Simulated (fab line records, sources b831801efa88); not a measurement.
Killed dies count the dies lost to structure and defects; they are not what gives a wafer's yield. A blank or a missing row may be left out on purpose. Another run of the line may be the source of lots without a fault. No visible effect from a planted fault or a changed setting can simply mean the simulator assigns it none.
Which of the tools did it? / flow gf180mcu / 13 lots with 39 wafers sampled at 4 steps, on a route of 602 steps

## WHAT THE GAUGES SHOWED, per wafer
GF_TOP_METAL_CD_MEAS_14: the cd target is 440 nm.
lot=L451; measured=day 28 11:31; on=cdSem-01; cdNm (nm)=440.1 438.4 441.3
lot=L452; measured=day 28 16:47; on=cdSem-02; cdNm (nm)=433.8 435.3 435.1
lot=L453; measured=day 28 20:35; on=cdSem-01; cdNm (nm)=441.1 440.4 442.5
lot=L454; measured=day 29 12:05; on=cdSem-02; cdNm (nm)=441.1 439.6 442.4
lot=L455; measured=day 29 15:46; on=cdSem-01; cdNm (nm)=439.3 437.0 440.8
lot=L462; measured=day 31 16:46; on=cdSem-02; cdNm (nm)=444.9 442.4 445.2
lot=L463; measured=day 31 21:38; on=cdSem-01; cdNm (nm)=433.9 437.2 437.7
lot=L467; measured=day 32 22:04; on=cdSem-02; cdNm (nm)=440.5 441.4 441.2
lot=L469; measured=day 33 16:56; on=cdSem-01; cdNm (nm)=442.3 441.1 442.8
lot=L470; measured=day 33 18:16; on=cdSem-01; cdNm (nm)=439.8 440.1 441.5
lot=L471; measured=day 33 19:25; on=cdSem-01; cdNm (nm)=440.2 438.2 442.1
lot=L472; measured=day 33 23:16; on=cdSem-01; cdNm (nm)=441.5 442.0 442.6
lot=L474; measured=day 34 10:05; on=cdSem-01; cdNm (nm)=437.1 437.1 437.1

## TOOL THAT RAN EACH LOT (tool first, then ch and the chambers of the sampled wafers, then the start)
lot=L451; GF_DNWELL_STRIP_08=plasmaAsher-01 ch 0,1, day 2 20:20; GF_MIM_SPUTTER_02=pvdSputter-01, day 24 21:04; GF_M5_ETCH_09=rieDiel-03 ch 0,1,3, day 26 16:26
lot=L452; GF_DNWELL_STRIP_08=plasmaAsher-04 ch 0,1, day 3 00:46; GF_MIM_SPUTTER_02=pvdSputter-01, day 25 02:03; GF_M5_ETCH_09=rieDiel-04 ch 1,2,3, day 26 21:55
lot=L453; GF_DNWELL_STRIP_08=plasmaAsher-02 ch 0,1, day 3 06:10; GF_MIM_SPUTTER_02=pvdSputter-03, day 25 06:36; GF_M5_ETCH_09=rieDiel-04 ch 0,1,3, day 27 00:29
lot=L454; GF_DNWELL_STRIP_08=plasmaAsher-02 ch 0,1, day 3 11:02; GF_MIM_SPUTTER_02=pvdSputter-04, day 25 22:49; GF_M5_ETCH_09=rieDiel-01 ch 0,1,3, day 27 17:40
lot=L455; GF_DNWELL_STRIP_08=plasmaAsher-04 ch 0,1, day 3 19:58; GF_MIM_SPUTTER_02=pvdSputter-01, day 26 04:13; GF_M5_ETCH_09=rieDiel-04 ch 0,1,3, day 27 21:56
lot=L462; GF_DNWELL_STRIP_08=plasmaAsher-04 ch 0,1, day 5 06:21; GF_MIM_SPUTTER_02=pvdSputter-03, day 28 09:25; GF_M5_ETCH_09=rieDiel-04 ch 0,1,2, day 30 00:55
lot=L463; GF_DNWELL_STRIP_08=plasmaAsher-04 ch 1, day 5 11:31; GF_MIM_SPUTTER_02=pvdSputter-04, day 28 15:46; GF_M5_ETCH_09=rieDiel-01 ch 0,2, day 30 06:46
lot=L467; GF_DNWELL_STRIP_08=plasmaAsher-02 ch 0,1, day 6 08:13; GF_MIM_SPUTTER_02=pvdSputter-03, day 29 20:35; GF_M5_ETCH_09=rieDiel-04 ch 0,1,2, day 31 09:25
lot=L469; GF_DNWELL_STRIP_08=plasmaAsher-01 ch 0,1, day 6 18:37; GF_MIM_SPUTTER_02=pvdSputter-03, day 30 18:29; GF_M5_ETCH_09=rieDiel-03 ch 1,2, day 32 06:14
lot=L470; GF_DNWELL_STRIP_08=plasmaAsher-02 ch 0,1, day 6 23:42; GF_MIM_SPUTTER_02=pvdSputter-03, day 30 19:19; GF_M5_ETCH_09=rieDiel-01 ch 0,3, day 32 07:04
lot=L471; GF_DNWELL_STRIP_08=plasmaAsher-02 ch 1, day 7 04:43; GF_MIM_SPUTTER_02=pvdSputter-03, day 30 20:23; GF_M5_ETCH_09=rieDiel-04 ch 2,3, day 32 08:10
lot=L472; GF_DNWELL_STRIP_08=plasmaAsher-01 ch 0,1, day 7 09:49; GF_MIM_SPUTTER_02=pvdSputter-03, day 31 00:52; GF_M5_ETCH_09=rieDiel-01 ch 1,2,3, day 32 12:34
lot=L474; GF_DNWELL_STRIP_08=plasmaAsher-02 ch 0,1, day 7 20:07; GF_MIM_SPUTTER_02=pvdSputter-04, day 31 14:41; GF_M5_ETCH_09=rieDiel-01 ch 1,2,3, day 33 00:58
- GF_DNWELL_STRIP_08: strips in O2/N2.
- GF_MIM_SPUTTER_02: material AlCu, target thk 450 nm, time 23.9 s.
- GF_M5_ETCH_09: etches Si3N4 in CF4/O2, target depth 52 nm, time 11.6 s.

## AS READ BY THE TOOLS THEMSELVES (means over the sampled wafers that have a number; for cases with no such wafer, the mark the record gives instead)
GF_DNWELL_STRIP_08.
lot=L451; tool=plasmaAsher-01; drypumpMotorCurrentA (A)=5.8; heaterPowerW (W)=303; n2FlowSccm (sccm)=299.5; oesProductAu (a.u.)=0.726; stripTimeToEndpointS (s)=36.62
lot=L452; tool=plasmaAsher-04; drypumpMotorCurrentA (A)=5.6; heaterPowerW (W)=339; n2FlowSccm (sccm)=299.6; oesProductAu (a.u.)=0.721; stripTimeToEndpointS (s)=37.05
lot=L453; tool=plasmaAsher-02; drypumpMotorCurrentA (A)=5.7; heaterPowerW (W)=320; n2FlowSccm (sccm)=300.1; oesProductAu (a.u.)=0.724; stripTimeToEndpointS (s)=36.75
lot=L454; tool=plasmaAsher-02; drypumpMotorCurrentA (A)=5.8; heaterPowerW (W)=313; n2FlowSccm (sccm)=300.6; oesProductAu (a.u.)=0.724; stripTimeToEndpointS (s)=36.97
lot=L455; tool=plasmaAsher-04; drypumpMotorCurrentA (A)=5.4; heaterPowerW (W)=336; n2FlowSccm (sccm)=300.3; oesProductAu (a.u.)=0.719; stripTimeToEndpointS (s)=37.11
lot=L462; tool=plasmaAsher-04; drypumpMotorCurrentA (A)=5.4; heaterPowerW (W)=337; n2FlowSccm (sccm)=301.3; oesProductAu (a.u.)=0.720; stripTimeToEndpointS (s)=36.95
lot=L463; tool=plasmaAsher-04; drypumpMotorCurrentA (A)=5.2; heaterPowerW (W)=334; n2FlowSccm (sccm)=300.5; oesProductAu (a.u.)=0.725; stripTimeToEndpointS (s)=36.93
lot=L467; tool=plasmaAsher-02; drypumpMotorCurrentA (A)=5.8; heaterPowerW (W)=326; n2FlowSccm (sccm)=300.1; oesProductAu (a.u.)=0.721; stripTimeToEndpointS (s)=37.00
lot=L469; tool=plasmaAsher-01; drypumpMotorCurrentA (A)=6.0; heaterPowerW (W)=328; n2FlowSccm (sccm)=300.6; oesProductAu (a.u.)=0.724; stripTimeToEndpointS (s)=36.95
lot=L470; tool=plasmaAsher-02; drypumpMotorCurrentA (A)=5.7; heaterPowerW (W)=323; n2FlowSccm (sccm)=299.9; oesProductAu (a.u.)=0.723; stripTimeToEndpointS (s)=36.95
lot=L471; tool=plasmaAsher-02; drypumpMotorCurrentA (A)=5.8; heaterPowerW (W)=326; n2FlowSccm (sccm)=301.1; oesProductAu (a.u.)=0.725; stripTimeToEndpointS (s)=36.94
lot=L472; tool=plasmaAsher-01; drypumpMotorCurrentA (A)=5.8; heaterPowerW (W)=297; n2FlowSccm (sccm)=300.5; oesProductAu (a.u.)=0.720; stripTimeToEndpointS (s)=36.83
lot=L474; tool=plasmaAsher-02; drypumpMotorCurrentA (A)=5.7; heaterPowerW (W)=321; n2FlowSccm (sccm)=300.0; oesProductAu (a.u.)=0.722; stripTimeToEndpointS (s)=37.03

GF_MIM_SPUTTER_02.
lot=L451; tool=pvdSputter-01; throttleValvePct (%)=30.1
lot=L452; tool=pvdSputter-01; throttleValvePct (%)=30.1
lot=L453; tool=pvdSputter-03; throttleValvePct (%)=31.3
lot=L454; tool=pvdSputter-04; throttleValvePct (%)=30.4
lot=L455; tool=pvdSputter-01; throttleValvePct (%)=31.0
lot=L462; tool=pvdSputter-03; throttleValvePct (%)=30.9
lot=L463; tool=pvdSputter-04; throttleValvePct (%)=30.6
lot=L467; tool=pvdSputter-03; throttleValvePct (%)=31.7
lot=L469; tool=pvdSputter-03; throttleValvePct (%)=31.2
lot=L470; tool=pvdSputter-03; throttleValvePct (%)=31.3
lot=L471; tool=pvdSputter-03; throttleValvePct (%)=30.5
lot=L472; tool=pvdSputter-03; throttleValvePct (%)=32.1
lot=L474; tool=pvdSputter-04; throttleValvePct (%)=30.2

GF_M5_ETCH_09.
lot=L451; tool=rieDiel-03; drypumpMotorCurrentA (A)=5.6; oesProductAu (a.u.)=1.004; throttleValvePct (%)=5.970
lot=L452; tool=rieDiel-04; drypumpMotorCurrentA (A)=5.7; oesProductAu (a.u.)=1.001; throttleValvePct (%)=5.970
lot=L453; tool=rieDiel-04; drypumpMotorCurrentA (A)=5.5; oesProductAu (a.u.)=1.009; throttleValvePct (%)=5.969
lot=L454; tool=rieDiel-01; drypumpMotorCurrentA (A)=5.4; oesProductAu (a.u.)=0.993; throttleValvePct (%)=5.971
lot=L455; tool=rieDiel-04; drypumpMotorCurrentA (A)=5.5; oesProductAu (a.u.)=0.998; throttleValvePct (%)=5.966
lot=L462; tool=rieDiel-04; drypumpMotorCurrentA (A)=5.5; oesProductAu (a.u.)=1.000; throttleValvePct (%)=5.964
lot=L463; tool=rieDiel-01; drypumpMotorCurrentA (A)=5.1; oesProductAu (a.u.)=0.995; throttleValvePct (%)=5.966
lot=L467; tool=rieDiel-04; drypumpMotorCurrentA (A)=5.5; oesProductAu (a.u.)=0.997; throttleValvePct (%)=5.966
lot=L469; tool=rieDiel-03; drypumpMotorCurrentA (A)=5.6; oesProductAu (a.u.)=1.001; throttleValvePct (%)=5.965
lot=L470; tool=rieDiel-01; drypumpMotorCurrentA (A)=5.1; oesProductAu (a.u.)=1.006; throttleValvePct (%)=5.975
lot=L471; tool=rieDiel-04; drypumpMotorCurrentA (A)=6.2; oesProductAu (a.u.)=0.997; throttleValvePct (%)=5.966
lot=L472; tool=rieDiel-01; drypumpMotorCurrentA (A)=5.3; oesProductAu (a.u.)=1.014; throttleValvePct (%)=5.966
lot=L474; tool=rieDiel-01; drypumpMotorCurrentA (A)=5.3; oesProductAu (a.u.)=1.016; throttleValvePct (%)=5.979

## THE ANSWER, worked out from the rows above alone
Rule: what is usual is taken from the lots themselves. Put in order of their means at a reading, lots are off if they are a third of the lots or fewer, leave a main group of 4 or more, and stand apart from it by a gap of 3 or more times the standard deviation of the main group's means; of several such gaps the widest counts. A main group is skipped when, at the precision printed for the reading in the tables above, its means are all equal. Also off: a lot with no number at a reading for which 4 or more lots have one. Any other lot the step has rows for is counted as sound. Order of review: gauges by route order, followed by the tools' own readings, for which a lot's mean as printed above is used. At the first step where some lot is off, the reading lying furthest off is the one used; lots without a number count as furthest.
None of the lots is off at any reading shown; this tells nothing.

## WHAT WAS PUT IN BY THE SIMULATOR
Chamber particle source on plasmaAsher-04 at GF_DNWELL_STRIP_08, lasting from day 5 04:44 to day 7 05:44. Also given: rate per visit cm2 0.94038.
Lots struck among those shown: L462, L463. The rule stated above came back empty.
